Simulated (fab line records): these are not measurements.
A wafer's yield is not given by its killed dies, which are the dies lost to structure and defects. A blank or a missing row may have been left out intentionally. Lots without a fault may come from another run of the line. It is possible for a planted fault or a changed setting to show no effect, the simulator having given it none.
fab line records ; flow gf180mcu
[record] lots = 14; wafers = 42; lastDay = 34
route steps=602 shown V4@492 MIM@506
lots with no fault: from the same line, run without faults
startH: the number of hours between the record's first day and the start of the first shown wafer of the lot ; waitH: hours since the lot's step before ; " same as the row above ; L1.1+2: a single row standing in for several wafers ; - no value, or no start given ; * or withheld: withheld ; < > ~ a bound
route shown NAME@n: a module of which the file shows steps, and the number in the route of the first ; usual: mean and standard deviation over wafers with no fault ; same: alike in all rows ; chamber/n: place in a boat ; sites: the reading at each site ; _std_site: how widely they spread, as a standard deviation ; _edge_site: outer sites' mean less inner sites' ; radiusMm: how far each site lies from the wafer's centre ; mask NAME#n: copy n ; behind: the tool/chamber that last shaped the wafer ; hold: what put the lot on hold/how long, in hours/how the hold closed ; device: names the non-switching transistor (n, p or np) ; end of line: tests run on the same wafers once the route is complete ; a step without rows: its recipe alone ; killed: dies lost to structure and defects at the first sort, not the wafer's yield ; map: per-die view of a wafer (x killed, . not killed, _ where there is no die)
set.NAME: the setting as run; set.NAME@STEP: as run at that earlier step ; model.NAME: the simulator's own value behind a step, which no gauge read
a sample of lots followed through the steps of the route, with each step as a table and each wafer as a row
services: the hour from which a tool's chamber was out of use, counted from the record's first day as startH (under 0 if before that day), plus the number of hours and why
[[steps]]
[step GF_V4_ETCH_16]
[recipe] chemistry = N2/H2; targetDepthA = withheld; overetchA = withheld; timeS = withheld; target = BARC; ionEnergyEv = 200; sourceW = 500; biasW = 100; pressureMtorr = 30; n2FlowSccm = 100; h2FlowSccm = 200
[usual] biasW = 100.0/0.32; chamberPressureMTorr = 29.997/0.027; drypumpMotorCurrentA = 5.9/0.43; n2FlowSccm = 100.02/0.3; oesProductAu = 0.855/0.0047; throttleValvePct = 13.225/0.0093
lot.wafer;tool;chamber;startH;waitH;biasW;chamberPressureMTorr;drypumpMotorCurrentA;n2FlowSccm;oesProductAu;throttleValvePct
L591.3;rieDiel-02;0;569.60;0.0;100.2;30.008;5.5;100.34;0.854;13.233
L591.4;rieDiel-02;1;569.60;0.0;99.6;29.936;5.8;100.18;0.859;13.227
L591.6;rieDiel-02;3;569.60;0.0;99.7;30.026;6.0;100.44;0.864;13.217
L594.2;rieDiel-01;2;595.30;0.0;99.8;29.999;6.1;99.66;0.850;13.216
L594.3;rieDiel-01;1;595.30;0.0;99.6;29.995;6.7;99.43;0.860;13.216
L594.6;rieDiel-01;3;595.30;0.0;99.4;29.998;5.7;99.95;0.859;13.216
L595.2;rieDiel-02;3;602.79;0.0;99.9;29.964;6.0;100.04;0.848;13.230
L595.3;rieDiel-02;0;602.79;0.0;100.4;30.010;5.5;99.92;0.839;13.212
L595.5;rieDiel-02;1;602.79;0.0;100.5;29.977;5.9;99.76;0.857;13.209
L596.3;rieDiel-01;1;608.17;0.0;99.9;30.016;6.7;100.17;0.859;13.206
L596.4;rieDiel-01;2;608.17;0.0;99.9;29.981;6.2;99.87;0.857;13.230
L596.6;rieDiel-01;2;608.17;0.0;100.3;29.983;6.2;99.82;0.850;13.218
L597.2;rieDiel-04;3;616.14;0.0;100.5;30.020;5.7;100.07;0.854;13.218
L597.4;rieDiel-04;0;616.14;0.0;99.6;30.004;6.0;100.08;0.858;13.223
L597.6;rieDiel-04;0;616.14;0.0;100.0;29.956;6.0;100.13;0.856;13.227
L598.2;rieDiel-04;2;619.70;0.0;99.8;30.027;5.1;100.28;0.849;13.209
L598.4;rieDiel-04;3;619.70;0.0;100.1;29.999;5.7;100.06;0.863;13.224
L598.5;rieDiel-04;3;619.70;0.0;100.1;29.964;5.7;100.18;0.856;13.222
L605.2;rieDiel-02;3;675.75;0.0;99.8;29.989;6.0;99.59;0.852;13.238
L605.3;rieDiel-02;0;675.75;0.0;100.2;29.944;5.5;100.19;0.845;13.227
L605.5;rieDiel-02;0;675.75;0.0;99.9;29.995;5.5;100.15;0.849;13.219
L606.1;rieDiel-01;1;688.77;0.0;100.1;29.969;6.7;100.24;0.848;13.220
L606.2;rieDiel-01;3;688.77;0.0;99.8;29.956;5.7;99.76;0.859;13.233
L606.5;rieDiel-01;3;688.77;0.0;99.4;30.007;5.7;99.61;0.850;13.207
L607.2;rieDiel-02;1;693.42;0.0;99.9;30.009;5.9;100.62;0.856;13.211
L607.3;rieDiel-02;0;693.42;0.0;100.1;30.002;5.5;99.73;0.863;13.241
L607.6;rieDiel-02;0;693.42;0.0;99.7;29.997;5.5;99.76;0.860;13.242
L608.1;rieDiel-02;2;699.72;0.0;99.9;29.981;6.3;100.72;0.859;13.245
L608.4;rieDiel-02;3;699.72;0.0;100.3;29.977;6.0;100.21;0.851;13.227
L608.5;rieDiel-02;0;699.72;0.0;99.6;30.024;5.5;100.10;0.853;13.241
L609.3;rieDiel-02;3;705.65;0.0;100.1;30.025;6.1;99.57;0.857;13.231
L609.4;rieDiel-02;2;705.65;0.0;100.8;30.012;6.3;99.94;0.859;13.215
L609.6;rieDiel-02;3;705.65;0.0;99.2;29.989;6.0;99.99;0.850;13.223
L610.1;rieDiel-04;0;711.25;0.0;100.1;30.001;6.0;99.93;0.852;13.223
L610.4;rieDiel-04;3;711.25;0.0;100.7;30.017;5.7;99.46;0.855;13.235
L610.6;rieDiel-04;2;711.25;0.0;99.9;30.027;5.1;100.00;0.856;13.219
L611.2;rieDiel-01;3;717.54;0.0;100.2;29.994;5.7;99.84;0.854;13.226
L611.3;rieDiel-01;2;717.54;0.0;100.1;30.004;6.2;100.06;0.857;13.227
L611.6;rieDiel-01;2;717.54;0.0;100.1;29.973;6.2;100.23;0.857;13.208
L613.4;rieDiel-01;3;728.45;0.0;100.0;30.016;5.7;99.83;0.853;13.216
L613.5;rieDiel-01;1;728.45;0.0;99.9;29.998;6.7;99.78;0.852;13.217
L613.6;rieDiel-01;2;728.45;0.0;99.8;30.018;6.2;99.62;0.861;13.232
[step GF_V4_ETCH_17]
[recipe] chemistry = C4F8/O2/Ar; maskMaterial = KrF; target = SiO2; stopOn = TiN; sourceW = 1500; biasW = 1200; pressureMtorr = 40; c4f8FlowSccm = withheld; O2_flow_sccm = 6; Ar_flow_sccm = 300; timeS = withheld; targetDepthA = 6300
[usual] biasW = 1200/3.6; chamberPressureMTorr = 40.00/0.04; oesProductAu = 0.856/0.0049
lot.wafer;tool;chamber;startH;waitH;biasW;chamberPressureMTorr;oesProductAu
L591.3;rieDiel-02;0;569;-;1201;40.04;0.863
L591.4;rieDiel-02;1;569;-;1198;40.02;0.850
L591.6;rieDiel-02;3;569;-;1201;39.94;0.862
L594.2;rieDiel-01;2;595;-;1195;40.02;0.862
L594.3;rieDiel-01;1;595;-;1202;39.93;0.856
L594.6;rieDiel-01;3;595;-;1203;40.04;0.852
L595.2;rieDiel-02;3;602;-;-;-;-
L595.3;rieDiel-02;0;602;-;-;-;-
L595.5;rieDiel-02;1;602;-;-;-;-
L596.3;rieDiel-01;1;608;-;-;-;-
L596.4;rieDiel-01;2;608;-;-;-;-
L596.6;rieDiel-01;2;608;-;-;-;-
L597.2;rieDiel-04;3;616;-;1197;39.99;0.845
L597.4;rieDiel-04;0;616;-;1203;40.02;0.857
L597.6;rieDiel-04;0;616;-;1198;39.98;0.854
L598.2;rieDiel-04;2;619;-;1201;39.95;0.852
L598.4;rieDiel-04;3;619;-;1201;40.03;0.864
L598.5;rieDiel-04;3;619;-;1196;39.95;0.857
L605.2;rieDiel-02;3;675;-;1198;39.98;0.857
L605.3;rieDiel-02;0;675;-;1194;40.06;0.851
L605.5;rieDiel-02;0;675;-;1200;39.95;0.861
L606.1;rieDiel-01;1;688;-;1198;39.96;0.848
L606.2;rieDiel-01;3;688;-;1201;40.02;0.845
L606.5;rieDiel-01;3;688;-;1202;40.02;0.852
L607.2;rieDiel-02;1;693;-;1200;39.93;0.858
L607.3;rieDiel-02;0;693;-;1200;39.93;0.852
L607.6;rieDiel-02;0;693;-;1195;40.01;0.857
L608.1;rieDiel-02;2;699;-;1199;40.01;0.854
L608.4;rieDiel-02;3;699;-;1198;39.98;0.860
L608.5;rieDiel-02;0;699;-;1203;39.94;0.855
L609.3;rieDiel-02;3;705;-;1200;40.02;0.849
L609.4;rieDiel-02;2;705;-;1199;40.03;0.858
L609.6;rieDiel-02;3;705;-;1197;40.01;0.858
L610.1;rieDiel-04;0;711;-;1202;40.01;0.847
L610.4;rieDiel-04;3;711;-;1195;40.03;0.859
L610.6;rieDiel-04;2;711;-;1204;40.04;0.853
L611.2;rieDiel-01;3;717;-;1202;39.99;0.866
L611.3;rieDiel-01;2;717;-;1196;40.00;0.865
L611.6;rieDiel-01;2;717;-;1201;40.01;0.847
L613.4;rieDiel-01;3;728;-;1207;40.01;0.860
L613.5;rieDiel-01;1;728;-;1202;40.03;0.848
L613.6;rieDiel-01;2;728;-;1198;39.91;0.851
[step GF_V4_STRIP_18]
[recipe] chemistry = O2/N2; powerW = 1400; pressureMtorr = 1500; platenTempC = 250; o2FlowSccm = 3000; n2FlowSccm = 300; overashFraction = 0.5
[usual] drypumpMotorCurrentA = 5.7/0.59; heaterPowerW = 342/25; n2FlowSccm = 299.9/0.87; oesProductAu = 0.592/0.005
lot.wafer;tool;chamber;startH;waitH;drypumpMotorCurrentA;heaterPowerW;n2FlowSccm;oesProductAu;rfHoursCounterH
L591.3;plasmaAsher-02;0;569.76;-;6.0;350;300.1;0.592;-
L591.4;plasmaAsher-02;1;569.76;-;5.2;327;299.8;0.582;-
L591.6;plasmaAsher-02;0;569.76;-;5.9;344;300.6;0.597;-
L594.2;plasmaAsher-01;1;595.43;-;6.6;373;300.4;0.593;18
L594.3;plasmaAsher-01;0;595.43;-;5.3;338;298.8;0.593;-
L594.6;plasmaAsher-01;1;595.43;-;6.6;371;299.1;0.592;-
L595.2;plasmaAsher-01;0;602.92;-;5.3;331;298.8;0.676;19
L595.3;plasmaAsher-01;1;602.92;-;6.6;372;300.2;0.671;-
L595.5;plasmaAsher-01;1;602.92;-;6.5;386;300.7;0.670;-
L596.3;plasmaAsher-02;0;608.37;-;5.9;339;300.8;0.668;-
L596.4;plasmaAsher-02;1;608.37;-;5.2;320;299.1;0.675;-
L596.6;plasmaAsher-02;0;608.37;-;6.0;342;300.1;0.662;-
L597.2;plasmaAsher-01;1;616.27;-;6.6;378;300.5;0.597;20
L597.4;plasmaAsher-01;0;616.27;-;5.3;322;300.3;0.586;-
L597.6;plasmaAsher-01;0;616.27;-;5.3;325;301.1;0.585;-
L598.2;plasmaAsher-03;0;619.83;-;6.1;375;301.4;0.598;55
L598.4;plasmaAsher-03;1;619.83;-;4.8;300;299.9;0.589;-
L598.5;plasmaAsher-03;1;619.83;-;4.8;296;298.9;0.594;-
L605.2;plasmaAsher-01;0;675.88;-;5.3;333;300.7;0.588;27
L605.3;plasmaAsher-01;0;675.88;-;5.3;328;299.3;0.592;-
L605.5;plasmaAsher-01;1;675.88;-;6.6;367;299.9;0.583;-
L606.1;plasmaAsher-01;0;688.90;-;5.3;330;299.2;0.595;28
L606.2;plasmaAsher-01;1;688.90;-;6.6;383;299.7;0.587;28
L606.5;plasmaAsher-01;0;688.90;-;5.3;327;300.8;0.602;-
L607.2;plasmaAsher-03;1;693.55;-;4.8;301;299.5;0.600;63
L607.3;plasmaAsher-03;0;693.55;-;6.1;374;299.7;0.593;-
L607.6;plasmaAsher-03;1;693.55;-;4.8;291;299.7;0.590;-
L608.1;plasmaAsher-01;0;699.85;-;5.3;319;300.4;0.592;29
L608.4;plasmaAsher-01;0;699.85;-;5.3;333;300.5;0.591;-
L608.5;plasmaAsher-01;1;699.85;-;6.6;377;300.5;0.594;-
L609.3;plasmaAsher-02;0;705.81;-;5.9;339;298.7;0.596;-
L609.4;plasmaAsher-02;1;705.81;-;5.2;328;298.6;0.583;-
L609.6;plasmaAsher-02;1;705.81;-;5.2;322;300.3;0.603;-
L610.1;plasmaAsher-02;0;711.38;-;6.0;339;301.1;0.589;101
L610.4;plasmaAsher-02;0;711.38;-;6.0;340;300.4;0.596;-
L610.6;plasmaAsher-02;1;711.38;-;5.2;326;301.7;0.592;-
L611.2;plasmaAsher-01;0;717.67;-;5.3;338;301.0;0.586;31
L611.3;plasmaAsher-01;0;717.67;-;5.3;331;298.9;0.596;-
L611.6;plasmaAsher-01;0;717.67;-;5.3;324;300.7;0.588;-
L613.4;plasmaAsher-01;1;728.61;-;6.6;368;300.2;0.605;-
L613.5;plasmaAsher-01;0;728.61;-;5.3;330;300.3;0.596;-
L613.6;plasmaAsher-01;1;728.61;-;6.6;387;300.8;0.590;-
[step GF_MIM_SPUTTER_03]
[recipe] material = Ti; targetThkNm = 10; substrateTempC = 300; chamberPressurePa = 0.3; powerW = 3000; timeS = 6.7
[usual] cathodeDcPowerW = 3000.0/0.52; throttleValvePct = 30.2/0.84
lot.wafer;tool;chamber;startH;waitH;cathodeDcPowerW;throttleValvePct
L591.3;pvdSputter-02;-;571.14;0.0;2998.6;29.6
L591.4;pvdSputter-02;-;571.14;0.0;3000.4;31.4
L591.6;pvdSputter-02;-;571.14;0.0;2999.9;30.3
L594.2;pvdSputter-02;-;596.85;0.0;2999.5;31.5
L594.3;pvdSputter-02;-;596.85;0.0;2999.8;29.5
L594.6;pvdSputter-02;-;596.85;0.0;3000.2;28.8
L597.2;pvdSputter-01;-;617.66;0.0;3000.1;30.1
L597.4;pvdSputter-01;-;617.66;0.0;3000.5;30.3
L597.6;pvdSputter-01;-;617.66;0.0;2999.1;30.2
L598.2;pvdSputter-02;-;621.31;0.0;3000.6;28.7
L598.4;pvdSputter-02;-;621.31;0.0;2999.9;29.3
L598.5;pvdSputter-02;-;621.31;0.0;3000.8;29.8
L605.2;pvdSputter-01;-;678.33;0.0;3000.6;30.9
L605.3;pvdSputter-01;-;678.33;0.0;3000.5;30.6
L605.5;pvdSputter-01;-;678.33;0.0;3000.2;30.0
L606.1;pvdSputter-02;-;690.63;0.0;3000.5;28.9
L606.2;pvdSputter-02;-;690.63;0.0;3000.1;29.9
L606.5;pvdSputter-02;-;690.63;0.0;2998.6;30.0
L607.2;pvdSputter-04;-;694.94;0.0;2999.9;31.3
L607.3;pvdSputter-04;-;694.94;0.0;3000.4;29.0
L607.6;pvdSputter-04;-;694.94;0.0;2999.7;30.0
L608.1;pvdSputter-04;-;701.26;0.0;3000.1;30.9
L608.4;pvdSputter-04;-;701.26;0.0;3000.1;28.8
L608.5;pvdSputter-04;-;701.26;0.0;3000.0;31.1
L609.3;pvdSputter-01;-;707.16;0.0;2999.7;30.1
L609.4;pvdSputter-01;-;707.16;0.0;2999.7;29.8
L609.6;pvdSputter-01;-;707.16;0.0;3000.7;30.9
L610.1;pvdSputter-04;-;713.00;0.0;3000.0;30.8
L610.4;pvdSputter-04;-;713.00;0.0;3000.3;30.1
L610.6;pvdSputter-04;-;713.00;0.0;3000.5;29.0
L611.2;pvdSputter-01;-;719.09;0.0;3000.4;29.9
L611.3;pvdSputter-01;-;719.09;0.0;3000.3;31.0
L611.6;pvdSputter-01;-;719.09;0.0;2999.1;29.8
L613.4;pvdSputter-04;-;729.97;0.0;2999.7;29.0
L613.5;pvdSputter-04;-;729.97;0.0;3000.4;29.1
L613.6;pvdSputter-04;-;729.97;0.0;3000.0;29.5
[[services]]
tool;chamber;startH;hours;kind
pvdSputter-04;1;550.82;-;consumableReplace:kit
pvdSputter-04;1;550.82;18.0;scheduledDown
pvdSputter-04;1;550.82;18.0;ventCycle
plasmaAsher-02;-;557.39;8.0;repair
rieDiel-04;1;568.66;9.9;repair
pvdSputter-01;-;583.79;0.5;repair
plasmaAsher-01;-;587.64;2.8;pm
rieDiel-02;0;589.76;10.9;repair
rieDiel-02;-;593.68;4.0;pm
rieDiel-01;3;600.71;12.8;repair
plasmaAsher-03;-;601.21;1.2;repair
rieDiel-01;0;604.51;5.0;repair
rieDiel-01;-;605.43;2.1;repair
pvdSputter-01;-;618.44;1.8;repair
rieDiel-02;1;632.59;5.8;repair
pvdSputter-04;0;647.81;-;consumableReplace:kit
plasmaAsher-02;-;667.30;1.7;repair
rieDiel-01;0;677.99;-;clean
rieDiel-01;0;677.99;17.6;scheduledDown
rieDiel-01;0;677.99;17.6;ventCycle
pvdSputter-01;-;679.69;27.1;repair
pvdSputter-02;-;690.74;18.4;repair
rieDiel-01;-;696.61;0.7;repair
plasmaAsher-01;-;722.38;2.3;repair
[[key]]
[firstSign] step = GF_V4_ETCH_17; reading = toolRecord; direction = missing
[effect] step = GF_V4_STRIP_18; reading = oesProductAu; direction = up; sigmas = 16; usual = 0.592; struck = 0.670
metAt GF_V4_ETCH_17
struckLots L595,L596
laterRowsLeftOut L595.2,L595.3,L595.5,L596.3,L596.4,L596.6
sortLeftOut L595.2,L595.3,L595.5,L596.3,L596.4,L596.6
notActingAt GF_V4_ETCH_16,GF_MIM_SPUTTER_03
onsetBetween 595 602
[fault] kind = skippedStepWhole; tool = rieDiel-01,rieDiel-02; chamber = -; onsetH = 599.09; steps = GF_V4_ETCH_17; scope = struckLotsOnly
// sortLeftOut: the simulated sort isn't trusted on such a fault, so these wafers' sort isn't shown, and their yield isn't known
// laterRowsLeftOut: the simulator's readings of these wafers behind a module that went badly wrong aren't trusted and aren't shown, but for the sort
